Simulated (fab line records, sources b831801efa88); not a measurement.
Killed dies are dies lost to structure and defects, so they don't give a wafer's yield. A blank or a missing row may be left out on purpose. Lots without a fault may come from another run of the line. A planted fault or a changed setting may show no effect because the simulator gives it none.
A struck lot beside a sound one | flow sfq_line | 13 steps out of a route of 325
Sound: wafers L470.1, L470.4, L470.6. Struck: wafer L477.5. (L477.1, L477.2 of the same lot were not struck and are left out.) The cause comes at the end.
At each step with rows: each side's tool, then ch and its chambers, then its first start. Under that, the readings that differ: sound wafers | struck wafers | difference of the means | sigmas: that difference in standard deviations of wafers without a fault.
alike: readings whose means differ by less than 2 such deviations, and words and numbers that are the same on both sides. not compared: withheld readings, readings that some wafer has no value for, bounds like >300 that may hide the same value, and numbers for which the record gives no deviation and whose values overlap.
The two part at a step that has a row with sigmas, a row that says differs or no value, or rows on one side only. Numbers that don't overlap but have no deviation are shown without sigmas and don't part them. A reading that every wafer of one side lacks parts them only if that side has two wafers or more.

first, 6 steps without rows for these wafers: SFQ_TRILAYER_M4_LITHO_COAT_098 (resist thk 62 nm); SFQ_TRILAYER_M4_LITHO_COAT_093 (resist thk 600 nm); SFQ_TRILAYER_M4_LITHO_SOFTBAKE_097; SFQ_TRILAYER_M4_LITHO_EXPOSE_094 (exposes mask M4, target cd 500 nm); SFQ_TRILAYER_M4_LITHO_PEB_096 (peb time 60 s); SFQ_TRILAYER_M4_LITHO_DEVELOP_095 (time 60 s).
SFQ_M4_OVL_MEAS_926:
  sound on overlay-01, day 45 00:46; struck on overlay-02, day 53 00:49
  alike: M4_OVL
SFQ_TRILAYER_M4_BARC_OPEN_METAL_ETCH_123: etches BARC in O2, target depth 125 nm, time 41.7 s.
  sound on rie_metal-03 ch 0, day 45 00:48; struck on rie_metal-01 ch 1, day 53 00:51
  alike: drypump_motor_current_A, oes_product_au
  not compared: rf_hours_counter_h
SFQ_TRILAYER_M4_ETCH_METAL_ETCH_096: etches Nb in Cl2/Ar, stops on SiO2, target depth 240 nm, time 120 s.
  sound on rie_metal-03 ch 0, day 45 00:52; struck on rie_metal-01 ch 1, day 53 00:55
  reading               | sound             | struck | difference | sigmas
  oes_product_au (a.u.) | 0.890 0.874 0.894 | 0.902  | +0.016     | +2
  alike: drypump_motor_current_A
  not compared: rf_hours_counter_h
SFQ_TRILAYER_M4_STRIP_STRIP_097: strips in O2.
  sound on rie_metal-03 ch 0, day 45 00:59; struck on rie_metal-01 ch 1, day 53 01:02
  alike: drypump_motor_current_A, oes_product_au
  not compared: rf_hours_counter_h
then, 1 step without rows for these wafers: SFQ_TRILAYER_M4_STRIP_SOLV_CLEAN_098 (cleans in NMP, time 600 s).
SFQ_TRILAYER_I4_DEP_PECVD_099: deposits SiO2 from SiH4/N2O, time 111.11 s, target thk 500 nm.
  sound on pecvd-03 ch 0,2, day 45 01:56; struck on pecvd-04 ch 0, day 53 01:49
  reading                                             | sound             | struck | difference | sigmas
  rf_fwd_power_W (W)                                  | 181.9 182.0 182.1 | 154.0  | -28.0      | -47
  model.SiO2_of_TRILAYER_I4_DEP_PECVD_099.thk_nm (nm) | 499 503 501       | 477.7  | -23.3      |
  alike: heater_power_w, throttle_valve_pct
SFQ_TRILAYER_I4_CMP_CMP_100: polishes SiO2.
  sound on cmp-01 ch 1,2, day 45 07:37; struck on cmp-02 ch 1, day 53 05:40
  reading                | sound       | struck | difference | sigmas
  time_to_endpoint_s (s) | 219 218 214 | 200    | -17        | -3
  alike: motor_current_A

WHERE THEY PART
First at SFQ_TRILAYER_M4_ETCH_METAL_ETCH_096; last, within this record, at SFQ_TRILAYER_I4_CMP_CMP_100.

WHY: what the simulator had put in
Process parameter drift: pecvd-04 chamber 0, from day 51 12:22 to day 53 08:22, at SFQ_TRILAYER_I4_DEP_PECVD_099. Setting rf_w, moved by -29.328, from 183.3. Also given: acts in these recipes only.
